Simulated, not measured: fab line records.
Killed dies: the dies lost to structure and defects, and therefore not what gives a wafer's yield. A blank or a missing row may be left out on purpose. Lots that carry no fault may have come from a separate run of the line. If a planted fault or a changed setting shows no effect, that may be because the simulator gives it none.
Chamber matching    flow gf180mcu    GF_POLY_GATE_ETCH_13 on rie_si-01: 4 sister chambers
The step etches poly-Si in HBr/Cl2, stops on SiO2, target depth 198.5 nm, time 69.6 s. 8 wafers are shown with their chamber, then 8 later ones without.

## WAFERS, EACH WITH ITS CHAMBER
wafer   chamber  run_length_s (s)  bias_w (W)
L924.1  0        98.0              99.8
L925.3  2        97.8              99.9
L929.4  3        97.0              99.8
L929.5  0        98.5              99.4
L930.1  1        98.2              99.8
L930.2  2        98.2              100.2
L930.6  3        97.0              99.8
L944.1  1        97.7              99.6

## WAFERS WITH NO CHAMBER GIVEN
wafer   run_length_s (s)  bias_w (W)
L944.3  97.6              99.3
L944.5  98.0              100.2
L945.2  98.0              100.0
L945.3  97.8              99.9
L945.4  96.8              100.0
L947.2  97.5              100.0
L947.4  97.9              100.0
L947.6  97.4              100.1

## THE CHAMBER EACH PASSED THROUGH
wafer   from the rows above                in truth
L944.3  can't be placed: 1 or 0 or 3 or 2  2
L944.5  can't be placed: 2 or 1            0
L945.2  can't be placed: 2 or 1            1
L945.3  can't be placed: 2 or 1 or 0 or 3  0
L945.4  3                                  3
L947.2  can't be placed: 2 or 3 or 1 or 0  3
L947.4  can't be placed: 2 or 1 or 0       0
L947.6  can't be placed: 3 or 2 or 1 or 0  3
Correct placement for 1 of the 8. From these rows, 7 cannot be placed; in 6 the true chamber is one of the candidates. Placed wrongly: 0.
How it was worked out, from the rows above alone: a wafer's distance from a chamber is the root of the sum, over the readings, of the square of ((its reading less the chamber's mean) divided by the reading's scatter). The wafer belongs to the nearest chamber; if the next one is less than 2 further off, it can't be placed. A chamber's mean is the mean of its shown wafers. The scatter: take each reading less its chamber's mean, square it, sum over the shown wafers, divide by the number of wafers less the number of chambers, and take the root.
